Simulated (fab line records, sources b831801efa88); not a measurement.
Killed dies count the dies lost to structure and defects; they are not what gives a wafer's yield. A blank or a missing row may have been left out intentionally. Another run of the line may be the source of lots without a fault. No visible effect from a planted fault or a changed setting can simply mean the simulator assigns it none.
Which tool is to blame? + flow sky130 + route of 708 steps, sampled at 1 step: 6 lots, 18 wafers

== WHAT THE GAUGES SHOWED, per wafer ==
SKY_VIA1_THK_MEAS_01.
| lot  | measured     | on           | VIA1_HDPCVD_THK (nm) |
|------|--------------|--------------|----------------------|
| L337 | day 33 13:54 | filmMetro-03 | 1035 1001 1016       |
| L342 | day 35 14:57 | filmMetro-04 | 1042 1015 1029       |
| L346 | day 36 20:26 | filmMetro-01 | 1027 1018 1028       |
| L348 | day 37 01:22 | filmMetro-03 | 1031 1036 1023       |
| L351 | day 38 02:43 | filmMetro-04 | 1034 1033 1038       |
| L353 | day 38 15:23 | filmMetro-01 | 1018 1018 1017       |

== EACH LOT AND THE TOOL THAT RAN IT (in order: tool; ch and the chambers of the sampled wafers; start) ==
No process step before these readings appears in the record.

== THE ANSWER, worked out from the rows above alone ==
Rule: the lots themselves supply what counts as usual. Put in order of their means at a reading, lots are off if they are a third of the lots or fewer, leave a main group of 4 or more, and stand apart from it by a gap of 3 or more times the standard deviation of the main group's means; of several such gaps the widest counts. Not used: any main group whose means are identical at the precision the tables above print for the reading. A lot without any number at a reading at which 4 lots or more have one is off too. The other lots that the step has rows for count as sound.
No lot is off at any reading shown: from this, nothing can be told.

== WHAT THE SIMULATOR HAD INSERTED ==
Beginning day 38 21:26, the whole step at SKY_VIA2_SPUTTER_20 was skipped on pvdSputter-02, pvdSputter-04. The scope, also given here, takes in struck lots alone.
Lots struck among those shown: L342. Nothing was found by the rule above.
